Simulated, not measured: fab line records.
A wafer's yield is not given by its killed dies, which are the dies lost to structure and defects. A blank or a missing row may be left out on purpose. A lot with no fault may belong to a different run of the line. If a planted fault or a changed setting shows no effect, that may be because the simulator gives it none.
Which tool did it?	flow gf180mcu	12 lots, 36 wafers sampled, at 3 steps of a route of 602

== WHAT EACH GAUGE READ, for each wafer ==
GF_V3_RS_MEAS_24: measures by four-point-probe.
lot	measured	on	V3_W_RS (ohm/sq)
L075	day 23 16:17	film metro-03	0.323 0.327 0.328
L076	day 24 11:11	film metro-02	0.321 0.329 0.325
L079	day 24 20:58	film metro-03	0.335 0.327 0.329
L082	day 26 06:33	film metro-01	0.325 0.329 0.327
L084	day 26 11:21	film metro-02	0.323 0.325 0.324
L085	day 26 15:44	film metro-01	0.327 0.324 0.324
L087	day 27 11:24	film metro-01	0.328 0.331 0.332
L089	day 28 01:32	film metro-02	0.331 0.332 0.332
L091	day 28 11:51	film metro-02	0.321 0.325 0.321
L093	day 29 07:15	film metro-03	0.331 0.319 0.328
L095	day 29 20:23	film metro-01	0.327 0.331 0.326
L097	day 30 07:00	film metro-01	0.328 0.322 0.329

== WHAT TOOL EACH LOT RAN ON (gives the tool, then ch and the chambers of the sampled wafers, and finally the start) ==
lot	GF_V1_CMP_26	GF_M3_SPUTTER_04
L075	cmp-01 ch 0,2,3, day 19 09:19	pvd sputter-02, day 21 14:29
L076	cmp-02 ch 0,1, day 20 06:02	pvd sputter-01, day 22 09:47
L079	cmp-02 ch 0,2,3, day 20 18:14	pvd sputter-03, day 22 20:37
L082	cmp-02 ch 0,1, day 22 07:15	pvd sputter-01, day 24 07:39
L084	cmp-02 ch 0,2, day 22 09:33	pvd sputter-02, day 24 12:25
L085	cmp-01 ch 0,1,3, day 22 16:49	pvd sputter-01, day 24 18:08
L087	cmp-01 ch 0,1, day 23 11:36	pvd sputter-03, day 25 12:33
L089	cmp-01 ch 0,1,2, day 24 05:30	pvd sputter-03, day 26 05:26
L091	cmp-02 ch 0,1, day 24 15:44	pvd sputter-03, day 26 15:18
L093	cmp-01 ch 2,3, day 25 13:07	pvd sputter-02, day 27 12:43
L095	cmp-01 ch 0,1,3, day 26 06:17	pvd sputter-01, day 28 04:00
L097	cmp-02 ch 0,2,3, day 26 16:58	pvd sputter-01, day 28 13:58
- GF_V1_CMP_26: polishes, stops on SiO2, t overpolish 15 s, target thk 0 nm.
- GF_M3_SPUTTER_04: material TiN, target thk 50 nm, time 41.7 s.

== THE ANSWER, worked out from the rows above alone ==
Rule: the usual values come from the lots themselves. The widest of any qualifying gaps counts: lots, ordered by their means at a reading, are off when they make up no more than a third of the lots, leave a main group of 4 or more, and stand apart from it by 3 or more times the standard deviation of that group's means. Not used: any main group whose means are identical at the precision the tables above print for the reading. Also off: a lot with no number at a reading for which 4 or more lots have one. Where the step has rows for the other lots, those lots are counted as sound.
Across all readings shown, no lot is off: no conclusion can be drawn from this.

== WHAT THE SIMULATOR HAD INSERTED ==
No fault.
